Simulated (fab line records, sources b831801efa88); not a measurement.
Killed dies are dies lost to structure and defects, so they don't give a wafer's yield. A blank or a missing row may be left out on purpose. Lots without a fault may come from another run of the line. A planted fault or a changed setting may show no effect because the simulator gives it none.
Which tool did it? | flow gf180mcu | 12 lots, 36 wafers sampled, at 1 step of a route of 602

WHAT THE GAUGES READ, wafer by wafer
GF_STI_THK_MEAS_22.
lot  | measured    | on            | STI_OXIDATION_01_THK (nm)
L075 | day 2 07:34 | film_metro-04 | 15.00 14.88 14.69
L077 | day 2 19:45 | film_metro-02 | 14.65 14.74 14.44
L079 | day 3 06:47 | film_metro-03 | 15.04 15.32 15.32
L081 | day 3 16:13 | film_metro-03 | 15.20 15.35 14.93
L083 | day 4 01:27 | film_metro-03 | 15.57 15.55 15.18
L085 | day 4 11:49 | film_metro-03 | 15.39 15.15 15.37
L087 | day 5 01:00 | film_metro-03 | 14.83 14.63 14.60
L089 | day 5 08:28 | film_metro-04 | 15.24 15.23 15.52
L091 | day 5 19:21 | film_metro-03 | 14.83 14.68 14.83
L093 | day 6 05:50 | film_metro-03 | 14.75 14.80 14.77
L095 | day 6 16:11 | film_metro-03 | 15.14 15.06 15.24
L097 | day 7 01:45 | film_metro-02 | 15.29 15.11 15.05

WHICH TOOL RAN EACH LOT (tool, then ch and the chambers of the sampled wafers, then the start)
The record holds no process step before these readings.

THE ANSWER, worked out from the rows above alone
Rule: what is usual is taken from the lots themselves. Put in order of their means at a reading, lots are off if they are a third of the lots or fewer, leave a main group of 4 or more, and stand apart from it by a gap of 3 or more times the standard deviation of the main group's means; of several such gaps the widest counts. A main group whose means are all the same, to the digits that the tables above print for the reading, isn't used. A lot without any number at a reading at which 4 lots or more have one is off too. The other lots that the step has rows for count as sound.
No lot is off at any reading shown: from this, nothing can be told.

WHAT THE SIMULATOR HAD PUT IN
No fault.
